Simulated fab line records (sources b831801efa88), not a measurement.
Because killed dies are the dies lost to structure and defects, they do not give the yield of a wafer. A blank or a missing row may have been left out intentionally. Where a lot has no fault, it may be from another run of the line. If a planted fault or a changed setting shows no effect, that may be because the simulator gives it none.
Chamber matching :: flow sky130 :: 4 sister chambers for SKY_METAL4_ETCH_17 on rieDiel-03
The step etches SiO2 in C4F8/O2/Ar, stops on TiN, time 3.9 s, target depth 15 nm. 4 wafers are shown with their chamber, then 11 later ones without.

## EACH WAFER AND ITS CHAMBER
wafer: L086.3
chamber: 2
oesProductAu (a.u.): 0.746

wafer: L089.2
chamber: 0
oesProductAu (a.u.): 0.751

wafer: L089.3
chamber: 3
oesProductAu (a.u.): 0.747

wafer: L092.3
chamber: 1
oesProductAu (a.u.): 0.757

## WAFERS WITHOUT THEIR CHAMBER
wafer: L092.4
oesProductAu (a.u.): 0.765

wafer: L092.5
oesProductAu (a.u.): 0.754

wafer: L094.3
oesProductAu (a.u.): 0.770

wafer: L094.5
oesProductAu (a.u.): 0.762

wafer: L094.6
oesProductAu (a.u.): 0.764

wafer: L096.4
oesProductAu (a.u.): 0.758

wafer: L096.5
oesProductAu (a.u.): 0.760

wafer: L096.6
oesProductAu (a.u.): 0.764

wafer: L097.1
oesProductAu (a.u.): 0.753

wafer: L097.5
oesProductAu (a.u.): 0.750

wafer: L097.6
oesProductAu (a.u.): 0.755

## THE CHAMBER EACH PASSED THROUGH
wafer: L092.4
from the rows above: can't be placed: 1 or 0 or 3 or 2
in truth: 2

wafer: L092.5
from the rows above: can't be placed: 0 or 1 or 3 or 2
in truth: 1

wafer: L094.3
from the rows above: can't be placed: 1 or 0 or 3 or 2
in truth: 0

wafer: L094.5
from the rows above: can't be placed: 1 or 0 or 3 or 2
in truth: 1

wafer: L094.6
from the rows above: can't be placed: 1 or 0 or 3 or 2
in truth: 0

wafer: L096.4
from the rows above: can't be placed: 1 or 0 or 3 or 2
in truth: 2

wafer: L096.5
from the rows above: can't be placed: 1 or 0 or 3 or 2
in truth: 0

wafer: L096.6
from the rows above: can't be placed: 1 or 0 or 3 or 2
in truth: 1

wafer: L097.1
from the rows above: can't be placed: 0 or 1 or 3 or 2
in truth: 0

wafer: L097.5
from the rows above: can't be placed: 0 or 3 or 2 or 1
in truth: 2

wafer: L097.6
from the rows above: can't be placed: 1 or 0 or 3 or 2
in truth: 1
Correctly placed: 0 of 11. Unplaceable from these rows: 11, with the true chamber sitting among the candidates in 11. 0 placed wrongly.
How it was worked out, from the rows above alone: a wafer's distance from a chamber is the root of the sum, over the readings, of the square of ((its reading less the chamber's mean) divided by the reading's scatter). The wafer belongs to the nearest chamber; if the next one is less than 2 further off, it can't be placed. A chamber's mean is the mean of its shown wafers. The scatter: with one shown wafer a chamber, the root of the mean of the squares of how far each hidden wafer lies from its nearest shown one.
